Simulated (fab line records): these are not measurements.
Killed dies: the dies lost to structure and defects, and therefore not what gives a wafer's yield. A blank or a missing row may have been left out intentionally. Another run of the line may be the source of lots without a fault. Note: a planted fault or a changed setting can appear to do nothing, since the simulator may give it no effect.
fab line records :: flow gf180mcu
record:
  lots: 14
  wafers: 42
  last_day: 34
route steps=602 shown M1@329 V1@352 M2@364
lots that met no fault: taken from a fault-free run of the same line
start_h: the number of hours between the record's first day and the start of the first shown wafer of the lot :: wait_h: hours from the lot's prior step to this one :: " identical to the entry in the row above :: L1.1+2: a row that stands for several wafers :: - no value, or no start given :: * or withheld: withheld :: < > ~ a bound
route shown NAME@n: a module of which the file shows steps, and the number in the route of the first :: usual: mean/standard deviation taken from wafers without a fault :: same: alike in all rows :: chamber/n: place in a boat :: sites: each site's reading :: _std_site: their standard deviation :: _edge_site: mean of outer sites minus mean of inner sites :: radius_mm: how far each site lies from the wafer's centre :: mask NAME#n: copy n :: behind: tool/chamber where the wafer was last shaped :: hold: reason for holding the lot/hours on hold/outcome of the hold :: device: names the non-switching transistor (n, p or np) :: end of line: the route-end tests of the same wafers :: step lacking rows: just its recipe :: killed: the dies lost at the first sort to structure and to defects; this is not the yield of the wafer :: map: dies across one wafer; x = killed, . = not, _ = none there
set.NAME: the setting that was run; set.NAME@STEP: the one run at that earlier step :: model.NAME: the simulator's own value behind a step, which no gauge read
route steps across a sampled set of lots; one table per step, one row per wafer
services: when a tool's chamber went out of use (start_h, in hours from the record's first day, below 0 if earlier), for how many hours, and the reason
== steps ==
step: GF_M1_CD_MEAS_14
recipe:
  target_cd_nm: 230
usual:
  cd_nm: 230.0/1.3
lot.wafer: L625.2
tool: cd_sem-01
chamber: -
start_h: 380.27
wait_h: 0.1
cd_nm: 229.4

lot.wafer: L625.3
tool: cd_sem-01
chamber: -
start_h: 380.27
wait_h: 0.1
cd_nm: 227.8

lot.wafer: L625.6
tool: cd_sem-01
chamber: -
start_h: 380.27
wait_h: 0.1
cd_nm: 229.4

lot.wafer: L626.1
tool: cd_sem-01
chamber: -
start_h: 397.89
wait_h: 0.1
cd_nm: 230.0

lot.wafer: L626.4
tool: cd_sem-01
chamber: -
start_h: 397.89
wait_h: 0.1
cd_nm: 229.3

lot.wafer: L626.5
tool: cd_sem-01
chamber: -
start_h: 397.89
wait_h: 0.1
cd_nm: 228.5

lot.wafer: L629.2
tool: cd_sem-02
chamber: -
start_h: 426.96
wait_h: 0.1
cd_nm: 232.4

lot.wafer: L629.3
tool: cd_sem-02
chamber: -
start_h: 426.96
wait_h: 0.1
cd_nm: 231.9

lot.wafer: L629.4
tool: cd_sem-02
chamber: -
start_h: 426.96
wait_h: 0.1
cd_nm: 232.0

lot.wafer: L631.1
tool: cd_sem-02
chamber: -
start_h: 451.39
wait_h: 0.1
cd_nm: 230.7

lot.wafer: L631.2
tool: cd_sem-02
chamber: -
start_h: 451.39
wait_h: 0.1
cd_nm: 230.3

lot.wafer: L631.6
tool: cd_sem-02
chamber: -
start_h: 451.39
wait_h: 0.1
cd_nm: 231.8

lot.wafer: L633.1
tool: cd_sem-01
chamber: -
start_h: 460.10
wait_h: 0.1
cd_nm: 231.9

lot.wafer: L633.2
tool: cd_sem-01
chamber: -
start_h: 460.10
wait_h: 0.1
cd_nm: 232.8

lot.wafer: L633.5
tool: cd_sem-01
chamber: -
start_h: 460.10
wait_h: 0.1
cd_nm: 231.2

lot.wafer: L634.3
tool: cd_sem-01
chamber: -
start_h: 466.39
wait_h: 0.1
cd_nm: 229.5

lot.wafer: L634.4
tool: cd_sem-01
chamber: -
start_h: 466.39
wait_h: 0.1
cd_nm: 227.5

lot.wafer: L634.5
tool: cd_sem-01
chamber: -
start_h: 466.39
wait_h: 0.1
cd_nm: 229.2

lot.wafer: L638.1
tool: cd_sem-01
chamber: -
start_h: 501.05
wait_h: 0.1
cd_nm: 229.4

lot.wafer: L638.2
tool: cd_sem-01
chamber: -
start_h: 501.05
wait_h: 0.1
cd_nm: 232.1

lot.wafer: L638.4
tool: cd_sem-01
chamber: -
start_h: 501.05
wait_h: 0.1
cd_nm: 229.7

lot.wafer: L640.1
tool: cd_sem-01
chamber: -
start_h: 517.94
wait_h: 0.1
cd_nm: 229.9

lot.wafer: L640.2
tool: cd_sem-01
chamber: -
start_h: 517.94
wait_h: 0.1
cd_nm: 230.3

lot.wafer: L640.4
tool: cd_sem-01
chamber: -
start_h: 517.94
wait_h: 0.1
cd_nm: 230.6

lot.wafer: L641.1
tool: cd_sem-02
chamber: -
start_h: 527.55
wait_h: 0.1
cd_nm: 229.8

lot.wafer: L641.5
tool: cd_sem-02
chamber: -
start_h: 527.55
wait_h: 0.1
cd_nm: 231.0

lot.wafer: L641.6
tool: cd_sem-02
chamber: -
start_h: 527.55
wait_h: 0.1
cd_nm: 230.5

lot.wafer: L642.1
tool: cd_sem-02
chamber: -
start_h: 533.04
wait_h: 0.1
cd_nm: 229.6

lot.wafer: L642.4
tool: cd_sem-02
chamber: -
start_h: 533.04
wait_h: 0.1
cd_nm: 229.6

lot.wafer: L642.6
tool: cd_sem-02
chamber: -
start_h: 533.04
wait_h: 0.1
cd_nm: 228.4

lot.wafer: L645.2
tool: cd_sem-02
chamber: -
start_h: 559.68
wait_h: 0.4
cd_nm: 230.9

lot.wafer: L645.3
tool: cd_sem-02
chamber: -
start_h: 559.68
wait_h: 0.4
cd_nm: 230.8

lot.wafer: L645.5
tool: cd_sem-02
chamber: -
start_h: 559.68
wait_h: 0.4
cd_nm: 231.0

lot.wafer: L646.2
tool: cd_sem-02
chamber: -
start_h: 565.72
wait_h: 0.1
cd_nm: 230.9

lot.wafer: L646.3
tool: cd_sem-02
chamber: -
start_h: 565.72
wait_h: 0.1
cd_nm: 229.8

lot.wafer: L646.5
tool: cd_sem-02
chamber: -
start_h: 565.72
wait_h: 0.1
cd_nm: 229.1

lot.wafer: L647.3
tool: cd_sem-02
chamber: -
start_h: 571.09
wait_h: 0.1
cd_nm: 227.8

lot.wafer: L647.4
tool: cd_sem-02
chamber: -
start_h: 571.09
wait_h: 0.1
cd_nm: 229.5

lot.wafer: L647.6
tool: cd_sem-02
chamber: -
start_h: 571.09
wait_h: 0.1
cd_nm: 230.6

lot.wafer: L648.2
tool: cd_sem-01
chamber: -
start_h: 582.57
wait_h: 0.1
cd_nm: 229.6

lot.wafer: L648.3
tool: cd_sem-01
chamber: -
start_h: 582.57
wait_h: 0.1
cd_nm: 229.4

lot.wafer: L648.4
tool: cd_sem-01
chamber: -
start_h: 582.57
wait_h: 0.1
cd_nm: 229.0
step: GF_V1_ETCH_17
recipe:
  chemistry: C4F8/O2/Ar
  mask_material: KrF
  target: SiO2
  stop_on: TiN
  source_w: 1500
  bias_w: 1200
  pressure_mtorr: 40
  c4f8_flow_sccm: withheld
  O2_flow_sccm: 6
  Ar_flow_sccm: 300
  time_s: withheld
  target_depth_a: 6300
usual:
  bias_w: 1199/3.6
  chamber_pressure_mTorr: 40.00/0.033
  oes_product_au: 0.856/0.0049
lot.wafer: L625.2
tool: rie_diel-04
chamber: 2
start_h: 404
wait_h: -
bias_w: 1203
chamber_pressure_mTorr: 39.96
oes_product_au: 0.854

lot.wafer: L625.3
tool: rie_diel-04
chamber: 1
start_h: 404
wait_h: -
bias_w: 1193
chamber_pressure_mTorr: 39.98
oes_product_au: 0.847

lot.wafer: L625.6
tool: rie_diel-04
chamber: 2
start_h: 404
wait_h: -
bias_w: 1198
chamber_pressure_mTorr: 40.02
oes_product_au: 0.860

lot.wafer: L626.1
tool: rie_diel-01
chamber: 3
start_h: 426
wait_h: -
bias_w: 1201
chamber_pressure_mTorr: 40.00
oes_product_au: 0.851

lot.wafer: L626.4
tool: rie_diel-01
chamber: 1
start_h: 426
wait_h: -
bias_w: 1202
chamber_pressure_mTorr: 40.03
oes_product_au: 0.859

lot.wafer: L626.5
tool: rie_diel-01
chamber: 2
start_h: 426
wait_h: -
bias_w: 1199
chamber_pressure_mTorr: 39.99
oes_product_au: 0.864

lot.wafer: L629.2
tool: rie_diel-04
chamber: 1
start_h: 453
wait_h: -
bias_w: 1196
chamber_pressure_mTorr: 40.00
oes_product_au: 0.865

lot.wafer: L629.3
tool: rie_diel-04
chamber: 0
start_h: 453
wait_h: -
bias_w: 1202
chamber_pressure_mTorr: 40.03
oes_product_au: 0.852

lot.wafer: L629.4
tool: rie_diel-04
chamber: 3
start_h: 453
wait_h: -
bias_w: 1198
chamber_pressure_mTorr: 40.01
oes_product_au: 0.851

lot.wafer: L631.1
tool: rie_diel-01
chamber: 1
start_h: 477
wait_h: -
bias_w: 1195
chamber_pressure_mTorr: 39.97
oes_product_au: 0.850

lot.wafer: L631.2
tool: rie_diel-01
chamber: 0
start_h: 477
wait_h: -
bias_w: 1198
chamber_pressure_mTorr: 39.99
oes_product_au: 0.855

lot.wafer: L631.6
tool: rie_diel-01
chamber: 2
start_h: 477
wait_h: -
bias_w: 1200
chamber_pressure_mTorr: 39.97
oes_product_au: 0.852

lot.wafer: L633.1
tool: rie_diel-02
chamber: 3
start_h: 485
wait_h: -
bias_w: -
chamber_pressure_mTorr: -
oes_product_au: -

lot.wafer: L633.2
tool: rie_diel-02
chamber: 0
start_h: 485
wait_h: -
bias_w: -
chamber_pressure_mTorr: -
oes_product_au: -

lot.wafer: L633.5
tool: rie_diel-02
chamber: 2
start_h: 485
wait_h: -
bias_w: -
chamber_pressure_mTorr: -
oes_product_au: -

lot.wafer: L634.3
tool: rie_diel-04
chamber: 0
start_h: 491
wait_h: -
bias_w: -
chamber_pressure_mTorr: -
oes_product_au: -

lot.wafer: L634.4
tool: rie_diel-04
chamber: 3
start_h: 491
wait_h: -
bias_w: -
chamber_pressure_mTorr: -
oes_product_au: -

lot.wafer: L634.5
tool: rie_diel-04
chamber: 2
start_h: 491
wait_h: -
bias_w: -
chamber_pressure_mTorr: -
oes_product_au: -

lot.wafer: L638.1
tool: rie_diel-02
chamber: 2
start_h: 526
wait_h: -
bias_w: 1199
chamber_pressure_mTorr: 39.96
oes_product_au: 0.854

lot.wafer: L638.2
tool: rie_diel-02
chamber: 0
start_h: 526
wait_h: -
bias_w: 1198
chamber_pressure_mTorr: 40.02
oes_product_au: 0.856

lot.wafer: L638.4
tool: rie_diel-02
chamber: 3
start_h: 526
wait_h: -
bias_w: 1196
chamber_pressure_mTorr: 40.04
oes_product_au: 0.862

lot.wafer: L640.1
tool: rie_diel-04
chamber: 3
start_h: 542
wait_h: -
bias_w: 1202
chamber_pressure_mTorr: 39.96
oes_product_au: 0.856

lot.wafer: L640.2
tool: rie_diel-04
chamber: 2
start_h: 542
wait_h: -
bias_w: 1201
chamber_pressure_mTorr: 40.01
oes_product_au: 0.853

lot.wafer: L640.4
tool: rie_diel-04
chamber: 0
start_h: 542
wait_h: -
bias_w: 1196
chamber_pressure_mTorr: 40.03
oes_product_au: 0.859

lot.wafer: L641.1
tool: rie_diel-01
chamber: 0
start_h: 551
wait_h: -
bias_w: 1200
chamber_pressure_mTorr: 39.96
oes_product_au: 0.855

lot.wafer: L641.5
tool: rie_diel-01
chamber: 0
start_h: 551
wait_h: -
bias_w: 1199
chamber_pressure_mTorr: 39.99
oes_product_au: 0.861

lot.wafer: L641.6
tool: rie_diel-01
chamber: 3
start_h: 551
wait_h: -
bias_w: 1207
chamber_pressure_mTorr: 40.02
oes_product_au: 0.855

lot.wafer: L642.1
tool: rie_diel-04
chamber: 0
start_h: 556
wait_h: -
bias_w: 1196
chamber_pressure_mTorr: 40.01
oes_product_au: 0.848

lot.wafer: L642.4
tool: rie_diel-04
chamber: 3
start_h: 556
wait_h: -
bias_w: 1200
chamber_pressure_mTorr: 39.99
oes_product_au: 0.864

lot.wafer: L642.6
tool: rie_diel-04
chamber: 1
start_h: 556
wait_h: -
bias_w: 1203
chamber_pressure_mTorr: 40.00
oes_product_au: 0.850

lot.wafer: L645.2
tool: rie_diel-01
chamber: 1
start_h: 582
wait_h: -
bias_w: 1197
chamber_pressure_mTorr: 40.05
oes_product_au: 0.849

lot.wafer: L645.3
tool: rie_diel-01
chamber: 3
start_h: 582
wait_h: -
bias_w: 1203
chamber_pressure_mTorr: 40.00
oes_product_au: 0.859

lot.wafer: L645.5
tool: rie_diel-01
chamber: 3
start_h: 582
wait_h: -
bias_w: 1197
chamber_pressure_mTorr: 39.97
oes_product_au: 0.858

lot.wafer: L646.2
tool: rie_diel-02
chamber: 2
start_h: 588
wait_h: -
bias_w: 1196
chamber_pressure_mTorr: 39.97
oes_product_au: 0.857

lot.wafer: L646.3
tool: rie_diel-02
chamber: 1
start_h: 588
wait_h: -
bias_w: 1198
chamber_pressure_mTorr: 39.95
oes_product_au: 0.866

lot.wafer: L646.5
tool: rie_diel-02
chamber: 0
start_h: 588
wait_h: -
bias_w: 1206
chamber_pressure_mTorr: 40.01
oes_product_au: 0.853

lot.wafer: L647.3
tool: rie_diel-04
chamber: 3
start_h: 593
wait_h: -
bias_w: 1211
chamber_pressure_mTorr: 40.02
oes_product_au: 0.856

lot.wafer: L647.4
tool: rie_diel-04
chamber: 1
start_h: 593
wait_h: -
bias_w: 1204
chamber_pressure_mTorr: 39.99
oes_product_au: 0.857

lot.wafer: L647.6
tool: rie_diel-04
chamber: 0
start_h: 593
wait_h: -
bias_w: 1201
chamber_pressure_mTorr: 39.99
oes_product_au: 0.861

lot.wafer: L648.2
tool: rie_diel-04
chamber: 1
start_h: 605
wait_h: -
bias_w: 1196
chamber_pressure_mTorr: 39.94
oes_product_au: 0.868

lot.wafer: L648.3
tool: rie_diel-04
chamber: 2
start_h: 605
wait_h: -
bias_w: 1203
chamber_pressure_mTorr: 40.01
oes_product_au: 0.854

lot.wafer: L648.4
tool: rie_diel-04
chamber: 3
start_h: 605
wait_h: -
bias_w: 1200
chamber_pressure_mTorr: 39.96
oes_product_au: 0.864
step: GF_V1_STRIP_18
recipe:
  chemistry: O2/N2
  power_w: 1400
  pressure_mtorr: 1500
  platen_temp_c: 250
  o2_flow_sccm: 3000
  n2_flow_sccm: 300
  overash_fraction: 0.5
usual:
  drypump_motor_current_A: 5.9/0.33
  heater_power_w: 320/42
  oes_product_au: 0.592/0.0043
lot.wafer: L625.2
tool: plasma_asher-01
chamber: 0
start_h: 404.22
wait_h: -
drypump_motor_current_A: 5.8
heater_power_w: 252
oes_product_au: 0.596
rf_hours_counter_h: 64

lot.wafer: L625.3
tool: plasma_asher-01
chamber: 1
start_h: 404.22
wait_h: -
drypump_motor_current_A: 5.7
heater_power_w: 356
oes_product_au: 0.586
rf_hours_counter_h: -

lot.wafer: L625.6
tool: plasma_asher-01
chamber: 1
start_h: 404.22
wait_h: -
drypump_motor_current_A: 5.7
heater_power_w: 349
oes_product_au: 0.598
rf_hours_counter_h: -

lot.wafer: L626.1
tool: plasma_asher-01
chamber: 0
start_h: 426.15
wait_h: -
drypump_motor_current_A: 5.8
heater_power_w: 248
oes_product_au: 0.583
rf_hours_counter_h: 66

lot.wafer: L626.4
tool: plasma_asher-01
chamber: 1
start_h: 426.15
wait_h: -
drypump_motor_current_A: 5.7
heater_power_w: 354
oes_product_au: 0.590
rf_hours_counter_h: -

lot.wafer: L626.5
tool: plasma_asher-01
chamber: 1
start_h: 426.15
wait_h: -
drypump_motor_current_A: 5.6
heater_power_w: 354
oes_product_au: 0.589
rf_hours_counter_h: -

lot.wafer: L629.2
tool: plasma_asher-01
chamber: 1
start_h: 453.30
wait_h: -
drypump_motor_current_A: 5.7
heater_power_w: 360
oes_product_au: 0.597
rf_hours_counter_h: 69

lot.wafer: L629.3
tool: plasma_asher-01
chamber: 0
start_h: 453.30
wait_h: -
drypump_motor_current_A: 5.8
heater_power_w: 248
oes_product_au: 0.590
rf_hours_counter_h: -

lot.wafer: L629.4
tool: plasma_asher-01
chamber: 1
start_h: 453.30
wait_h: -
drypump_motor_current_A: 5.7
heater_power_w: 367
oes_product_au: 0.590
rf_hours_counter_h: -

lot.wafer: L631.1
tool: plasma_asher-01
chamber: 0
start_h: 477.45
wait_h: -
drypump_motor_current_A: 5.9
heater_power_w: 250
oes_product_au: 0.592
rf_hours_counter_h: 72

lot.wafer: L631.2
tool: plasma_asher-01
chamber: 1
start_h: 477.45
wait_h: -
drypump_motor_current_A: 5.7
heater_power_w: 360
oes_product_au: 0.593
rf_hours_counter_h: 72

lot.wafer: L631.6
tool: plasma_asher-01
chamber: 0
start_h: 477.45
wait_h: -
drypump_motor_current_A: 5.9
heater_power_w: 249
oes_product_au: 0.589
rf_hours_counter_h: -

lot.wafer: L633.1
tool: plasma_asher-03
chamber: 1
start_h: 485.87
wait_h: -
drypump_motor_current_A: 6.3
heater_power_w: 359
oes_product_au: 0.667
rf_hours_counter_h: 86

lot.wafer: L633.2
tool: plasma_asher-03
chamber: 0
start_h: 485.87
wait_h: -
drypump_motor_current_A: 5.6
heater_power_w: 365
oes_product_au: 0.670
rf_hours_counter_h: 86

lot.wafer: L633.5
tool: plasma_asher-03
chamber: 1
start_h: 485.87
wait_h: -
drypump_motor_current_A: 6.3
heater_power_w: 352
oes_product_au: 0.675
rf_hours_counter_h: -

lot.wafer: L634.3
tool: plasma_asher-01
chamber: 1
start_h: 491.87
wait_h: -
drypump_motor_current_A: 5.7
heater_power_w: 360
oes_product_au: 0.671
rf_hours_counter_h: -

lot.wafer: L634.4
tool: plasma_asher-01
chamber: 0
start_h: 491.87
wait_h: -
drypump_motor_current_A: 5.8
heater_power_w: 256
oes_product_au: 0.664
rf_hours_counter_h: -

lot.wafer: L634.5
tool: plasma_asher-01
chamber: 0
start_h: 491.87
wait_h: -
drypump_motor_current_A: 5.8
heater_power_w: 251
oes_product_au: 0.668
rf_hours_counter_h: -

lot.wafer: L638.1
tool: plasma_asher-02
chamber: 0
start_h: 526.59
wait_h: -
drypump_motor_current_A: 6.4
heater_power_w: 294
oes_product_au: 0.601
rf_hours_counter_h: 39

lot.wafer: L638.2
tool: plasma_asher-02
chamber: 1
start_h: 526.59
wait_h: -
drypump_motor_current_A: 5.6
heater_power_w: 324
oes_product_au: 0.592
rf_hours_counter_h: 39

lot.wafer: L638.4
tool: plasma_asher-02
chamber: 0
start_h: 526.59
wait_h: -
drypump_motor_current_A: 6.4
heater_power_w: 288
oes_product_au: 0.592
rf_hours_counter_h: -

lot.wafer: L640.1
tool: plasma_asher-02
chamber: 0
start_h: 542.65
wait_h: -
drypump_motor_current_A: 6.4
heater_power_w: 289
oes_product_au: 0.592
rf_hours_counter_h: 41

lot.wafer: L640.2
tool: plasma_asher-02
chamber: 1
start_h: 542.65
wait_h: -
drypump_motor_current_A: 5.6
heater_power_w: 326
oes_product_au: 0.594
rf_hours_counter_h: 41

lot.wafer: L640.4
tool: plasma_asher-02
chamber: 1
start_h: 542.65
wait_h: -
drypump_motor_current_A: 5.6
heater_power_w: 321
oes_product_au: 0.587
rf_hours_counter_h: -

lot.wafer: L641.1
tool: plasma_asher-02
chamber: 1
start_h: 551.40
wait_h: -
drypump_motor_current_A: 5.6
heater_power_w: 319
oes_product_au: 0.595
rf_hours_counter_h: 41

lot.wafer: L641.5
tool: plasma_asher-02
chamber: 0
start_h: 551.40
wait_h: -
drypump_motor_current_A: 6.5
heater_power_w: 280
oes_product_au: 0.593
rf_hours_counter_h: -

lot.wafer: L641.6
tool: plasma_asher-02
chamber: 1
start_h: 551.40
wait_h: -
drypump_motor_current_A: 5.6
heater_power_w: 326
oes_product_au: 0.599
rf_hours_counter_h: -

lot.wafer: L642.1
tool: plasma_asher-03
chamber: 1
start_h: 556.72
wait_h: -
drypump_motor_current_A: 6.3
heater_power_w: 352
oes_product_au: 0.587
rf_hours_counter_h: 93

lot.wafer: L642.4
tool: plasma_asher-03
chamber: 0
start_h: 556.72
wait_h: -
drypump_motor_current_A: 5.6
heater_power_w: 370
oes_product_au: 0.592
rf_hours_counter_h: -

lot.wafer: L642.6
tool: plasma_asher-03
chamber: 0
start_h: 556.72
wait_h: -
drypump_motor_current_A: 5.7
heater_power_w: 371
oes_product_au: 0.598
rf_hours_counter_h: -

lot.wafer: L645.2
tool: plasma_asher-02
chamber: 1
start_h: 582.60
wait_h: -
drypump_motor_current_A: 5.7
heater_power_w: 315
oes_product_au: 0.593
rf_hours_counter_h: 45

lot.wafer: L645.3
tool: plasma_asher-02
chamber: 1
start_h: 582.60
wait_h: -
drypump_motor_current_A: 5.7
heater_power_w: 323
oes_product_au: 0.593
rf_hours_counter_h: -

lot.wafer: L645.5
tool: plasma_asher-02
chamber: 0
start_h: 582.60
wait_h: -
drypump_motor_current_A: 6.4
heater_power_w: 286
oes_product_au: 0.595
rf_hours_counter_h: -

lot.wafer: L646.2
tool: plasma_asher-01
chamber: 0
start_h: 588.67
wait_h: -
drypump_motor_current_A: 5.8
heater_power_w: 251
oes_product_au: 0.593
rf_hours_counter_h: 84

lot.wafer: L646.3
tool: plasma_asher-01
chamber: 0
start_h: 588.67
wait_h: -
drypump_motor_current_A: 5.8
heater_power_w: 252
oes_product_au: 0.592
rf_hours_counter_h: -

lot.wafer: L646.5
tool: plasma_asher-01
chamber: 0
start_h: 588.67
wait_h: -
drypump_motor_current_A: 5.9
heater_power_w: 247
oes_product_au: 0.596
rf_hours_counter_h: -

lot.wafer: L647.3
tool: plasma_asher-02
chamber: 0
start_h: 593.52
wait_h: -
drypump_motor_current_A: 6.4
heater_power_w: 288
oes_product_au: 0.590
rf_hours_counter_h: -

lot.wafer: L647.4
tool: plasma_asher-02
chamber: 1
start_h: 593.52
wait_h: -
drypump_motor_current_A: 5.7
heater_power_w: 322
oes_product_au: 0.597
rf_hours_counter_h: -

lot.wafer: L647.6
tool: plasma_asher-02
chamber: 0
start_h: 593.52
wait_h: -
drypump_motor_current_A: 6.5
heater_power_w: 283
oes_product_au: 0.591
rf_hours_counter_h: -

lot.wafer: L648.2
tool: plasma_asher-01
chamber: 1
start_h: 605.45
wait_h: -
drypump_motor_current_A: 5.7
heater_power_w: 361
oes_product_au: 0.590
rf_hours_counter_h: 85

lot.wafer: L648.3
tool: plasma_asher-01
chamber: 1
start_h: 605.45
wait_h: -
drypump_motor_current_A: 5.7
heater_power_w: 365
oes_product_au: 0.594
rf_hours_counter_h: -

lot.wafer: L648.4
tool: plasma_asher-01
chamber: 0
start_h: 605.45
wait_h: -
drypump_motor_current_A: 5.8
heater_power_w: 255
oes_product_au: 0.586
rf_hours_counter_h: -
step: GF_M2_SPUTTER_02
recipe:
  material: AlCu
  target_thk_nm: 450
  power_w: 10600
  time_s: 23.9
  chamber_pressure_pa: 0.4
usual:
  throttle_valve_pct: 29.7/0.69
lot.wafer: L625.2
tool: pvd_sputter-01
chamber: -
start_h: 405.68
wait_h: 0.0
throttle_valve_pct: 30.2

lot.wafer: L625.3
tool: pvd_sputter-01
chamber: -
start_h: 405.68
wait_h: 0.0
throttle_valve_pct: 29.6

lot.wafer: L625.6
tool: pvd_sputter-01
chamber: -
start_h: 405.68
wait_h: 0.0
throttle_valve_pct: 28.9

lot.wafer: L626.1
tool: pvd_sputter-03
chamber: -
start_h: 427.51
wait_h: 0.0
throttle_valve_pct: 29.1

lot.wafer: L626.4
tool: pvd_sputter-03
chamber: -
start_h: 427.51
wait_h: 0.0
throttle_valve_pct: 29.0

lot.wafer: L626.5
tool: pvd_sputter-03
chamber: -
start_h: 427.51
wait_h: 0.0
throttle_valve_pct: 29.1

lot.wafer: L629.2
tool: pvd_sputter-01
chamber: -
start_h: 454.66
wait_h: 0.0
throttle_valve_pct: 29.2

lot.wafer: L629.3
tool: pvd_sputter-01
chamber: -
start_h: 454.66
wait_h: 0.0
throttle_valve_pct: 30.7

lot.wafer: L629.4
tool: pvd_sputter-01
chamber: -
start_h: 454.66
wait_h: 0.0
throttle_valve_pct: 30.2

lot.wafer: L631.1
tool: pvd_sputter-03
chamber: -
start_h: 478.81
wait_h: 0.0
throttle_valve_pct: 29.1

lot.wafer: L631.2
tool: pvd_sputter-03
chamber: -
start_h: 478.81
wait_h: 0.0
throttle_valve_pct: 29.2

lot.wafer: L631.6
tool: pvd_sputter-03
chamber: -
start_h: 478.81
wait_h: 0.0
throttle_valve_pct: 29.1

lot.wafer: L638.1
tool: pvd_sputter-03
chamber: -
start_h: 528.01
wait_h: 0.0
throttle_valve_pct: 28.9

lot.wafer: L638.2
tool: pvd_sputter-03
chamber: -
start_h: 528.01
wait_h: 0.0
throttle_valve_pct: 29.2

lot.wafer: L638.4
tool: pvd_sputter-03
chamber: -
start_h: 528.01
wait_h: 0.0
throttle_valve_pct: 29.8

lot.wafer: L640.1
tool: pvd_sputter-03
chamber: -
start_h: 544.01
wait_h: 0.0
throttle_valve_pct: 29.3

lot.wafer: L640.2
tool: pvd_sputter-03
chamber: -
start_h: 544.01
wait_h: 0.0
throttle_valve_pct: 29.2

lot.wafer: L640.4
tool: pvd_sputter-03
chamber: -
start_h: 544.01
wait_h: 0.0
throttle_valve_pct: 28.7

lot.wafer: L641.1
tool: pvd_sputter-04
chamber: -
start_h: 552.78
wait_h: 0.0
throttle_valve_pct: 31.3

lot.wafer: L641.5
tool: pvd_sputter-04
chamber: -
start_h: 552.78
wait_h: 0.0
throttle_valve_pct: 30.8

lot.wafer: L641.6
tool: pvd_sputter-04
chamber: -
start_h: 552.78
wait_h: 0.0
throttle_valve_pct: 30.7

lot.wafer: L642.1
tool: pvd_sputter-01
chamber: -
start_h: 558.19
wait_h: 0.0
throttle_valve_pct: 29.7

lot.wafer: L642.4
tool: pvd_sputter-01
chamber: -
start_h: 558.19
wait_h: 0.0
throttle_valve_pct: 29.1

lot.wafer: L642.6
tool: pvd_sputter-01
chamber: -
start_h: 558.19
wait_h: 0.0
throttle_valve_pct: 28.8

lot.wafer: L645.2
tool: pvd_sputter-04
chamber: -
start_h: 584.30
wait_h: 0.0
throttle_valve_pct: 31.2

lot.wafer: L645.3
tool: pvd_sputter-04
chamber: -
start_h: 584.30
wait_h: 0.0
throttle_valve_pct: 30.4

lot.wafer: L645.5
tool: pvd_sputter-04
chamber: -
start_h: 584.30
wait_h: 0.0
throttle_valve_pct: 30.8

lot.wafer: L646.2
tool: pvd_sputter-03
chamber: -
start_h: 590.09
wait_h: 0.0
throttle_valve_pct: 29.2

lot.wafer: L646.3
tool: pvd_sputter-03
chamber: -
start_h: 590.09
wait_h: 0.0
throttle_valve_pct: 29.6

lot.wafer: L646.5
tool: pvd_sputter-03
chamber: -
start_h: 590.09
wait_h: 0.0
throttle_valve_pct: 29.6

lot.wafer: L647.3
tool: pvd_sputter-03
chamber: -
start_h: 595.87
wait_h: 0.0
throttle_valve_pct: 29.1

lot.wafer: L647.4
tool: pvd_sputter-03
chamber: -
start_h: 595.87
wait_h: 0.0
throttle_valve_pct: 29.7

lot.wafer: L647.6
tool: pvd_sputter-03
chamber: -
start_h: 595.87
wait_h: 0.0
throttle_valve_pct: 29.7

lot.wafer: L648.2
tool: pvd_sputter-03
chamber: -
start_h: 606.99
wait_h: 0.0
throttle_valve_pct: 29.7

lot.wafer: L648.3
tool: pvd_sputter-03
chamber: -
start_h: 606.99
wait_h: 0.0
throttle_valve_pct: 29.1

lot.wafer: L648.4
tool: pvd_sputter-03
chamber: -
start_h: 606.99
wait_h: 0.0
throttle_valve_pct: 29.1
== services ==
tool: pvd_sputter-04
chamber: -
start_h: 385.54
hours: 6.6
kind: repair

tool: plasma_asher-03
chamber: -
start_h: 388.90
hours: 3.3
kind: repair

tool: rie_diel-04
chamber: -
start_h: 390.06
hours: 0.6
kind: repair

tool: rie_diel-04
chamber: 1
start_h: 390.47
hours: 1.4
kind: repair

tool: rie_diel-02
chamber: 2
start_h: 396.95
hours: 7.3
kind: repair

tool: rie_diel-04
chamber: 2
start_h: 406.13
hours: 9.2
kind: repair

tool: pvd_sputter-03
chamber: -
start_h: 411.34
hours: 0.6
kind: repair

tool: pvd_sputter-04
chamber: -
start_h: 415.50
hours: 3.3
kind: repair

tool: pvd_sputter-03
chamber: -
start_h: 416.12
hours: 3.4
kind: repair

tool: plasma_asher-02
chamber: -
start_h: 420.90
hours: 1.2
kind: repair

tool: rie_diel-01
chamber: -
start_h: 432.02
hours: 4.3
kind: pm

tool: rie_diel-04
chamber: 2
start_h: 500.08
hours: 15.3
kind: repair

tool: pvd_sputter-03
chamber: -
start_h: 504.33
hours: 1.9
kind: repair

tool: pvd_sputter-03
chamber: -
start_h: 506.10
hours: 1.4
kind: repair

tool: plasma_asher-01
chamber: -
start_h: 519.76
hours: 6.1
kind: repair

tool: pvd_sputter-04
chamber: -
start_h: 526.63
hours: 2.8
kind: repair

tool: rie_diel-01
chamber: 0
start_h: 531.24
hours: 6.4
kind: repair

tool: rie_diel-02
chamber: 0
start_h: 534.27
hours: 4.5
kind: repair

tool: rie_diel-01
chamber: 0
start_h: 541.61
hours: 8.6
kind: repair

tool: rie_diel-01
chamber: 3
start_h: 553.27
hours: 5.4
kind: repair

tool: pvd_sputter-03
chamber: -
start_h: 562.46
hours: 2.1
kind: repair

tool: rie_diel-02
chamber: 0
start_h: 573.08
hours: 6.1
kind: repair

tool: pvd_sputter-03
chamber: -
start_h: 597.00
hours: 3.0
kind: repair

tool: pvd_sputter-03
chamber: -
start_h: 599.05
hours: 1.1
kind: repair
== key ==
first_sign:
  step: GF_V1_ETCH_17
  reading: tool_record
  direction: missing
effect:
  step: GF_V1_STRIP_18
  reading: oes_product_au
  direction: up
  sigmas: 18
  usual: 0.592
  struck: 0.669
met_at GF_V1_ETCH_17
struck_lots L633,L634
later_rows_left_out L633.1,L633.2,L633.5,L634.3,L634.4,L634.5
sort_left_out L633.1,L633.2,L633.5,L634.3,L634.4,L634.5
not_acting_at GF_M1_CD_MEAS_14,GF_M2_SPUTTER_02
onset_between 453 485
fault:
  kind: skipped_step_whole
  tool: rie_diel-02,rie_diel-04
  chamber: -
  onset_h: 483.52
  steps: GF_V1_ETCH_17
  scope: struck_lots_only
sort_left_out: the simulated sort isn't trusted on such a fault, so these wafers' sort isn't shown, and their yield isn't known
later_rows_left_out: the simulator's readings of these wafers behind a module that went badly wrong aren't trusted and aren't shown, but for the sort
